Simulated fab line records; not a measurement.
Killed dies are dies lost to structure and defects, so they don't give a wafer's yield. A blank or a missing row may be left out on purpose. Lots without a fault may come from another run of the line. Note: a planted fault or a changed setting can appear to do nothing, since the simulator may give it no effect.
8D (eight disciplines) problem report, filled in by code -- flow sky130 -- the parts of the form that need people (team, actions taken, sign-off) are left out

== 1. THE PROBLEM ==
Wafers without a fault read 91.2 s, standard deviation 0.43; run-length-s at SKY_CAP2M_METAL_ETCH_13 reads a mean of 106.5 s on 6 wafers belonging to 2 lots. That is +36 standard deviations from the usual mean.
The step: etches TiN in Cl2/BCl3, stops on SiO2, target depth 220 nm, time 62.9 s.
First seen on wafer L960.1, day 42 02:31, on rie-metal-03. Wafers with a number at this step in the record: 42, from 14 lots. By rule, "out" or "out of limits" means more than 4 standard deviations away from the usual mean. The other wafers with a number count as sound.

== 2. WHAT THIS IS AND IS NOT ==
question,is,is not
which readings at this step,"run-length-s, oes-product-au, throttle-valve-pct",drypump-motor-current-A
which lots,"L960, L963","L957, L958, L961, L962, L964, L971, L973, L974, L975, L977, L978, L980"
which wafers of those lots,all that have a number,-
read on which tools,rie-metal-03,"rie-metal-01, rie-metal-04"
when,from day 42 02:31,"up to then (9 sound wafers); but 27 sound wafers of L962, L964, L971, L973, L974, L975, L977, L978, L980 came after"

== 3. WHAT RULES OUT EACH SUSPECT ==
Counting: a tool stays on the suspect list if, at a process step up to the reading, it processed all lots that are out and no sound lot following the first of them.
- rie-metal-03 at SKY_CAP2M_METAL_ETCH_13 (etches TiN in Cl2/BCl3, stops on SiO2, target depth 220 nm, time 62.9 s): ruled out as a lasting fault. After its first lot that is out, L960 (day 42 02:31), sound lots L973, L978 ran on it.
Left after counting: nothing in the record.

== 4. THE CAUSE (what the simulator had put in) ==
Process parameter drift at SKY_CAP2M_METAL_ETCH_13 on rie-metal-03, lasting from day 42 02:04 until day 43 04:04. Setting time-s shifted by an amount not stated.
Counting ruled it out, wrongly.

== 5. THE EFFECT CHAIN, in route order ==
Each row: a reading whose mean over the struck wafers that have a number lies more than 3 standard deviations from the usual. Only readings for which the record gives a usual standard deviation are gone through. hours: the time from each lot's start at the first step in this table that gives one to its start at this step, as a median over the lots. sigmas: the change in usual standard deviations.
hours,step,reading,usual,on struck wafers,change,sigmas
0,SKY_CAP2M_METAL_ETCH_13,oes-product-au,0.944 a.u.,0.835,-0.109,-15
0,SKY_CAP2M_METAL_ETCH_13,run-length-s,91.2 s,106.5,+15.3,+36
0,SKY_CAP2M_METAL_ETCH_13,throttle-valve-pct,21.900 %,21.974,+0.074,+8.8
0,SKY_CAP2M_STRIP_14,strip-time-to-endpoint-s,12.65 s,12.29,-0.36,-8.8
23,SKY_METAL4_ETCH_17,oes-product-au,0.752 a.u.,0.623,-0.129,-19
Process steps it contains:
- SKY_CAP2M_METAL_ETCH_13: etches TiN in Cl2/BCl3, stops on SiO2, target depth 220 nm, time 62.9 s.
- SKY_CAP2M_STRIP_14: strips in O2/N2.
- SKY_METAL4_ETCH_17: etches SiO2 in C4F8/O2/Ar, stops on TiN, time 3.9 s, target depth 15 nm.

== 6. WHAT WOULD HAVE CAUGHT IT SOONER ==
The fault began at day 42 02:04; the first out-of-limits reading in this record came at day 42 02:31, 0 hours later.
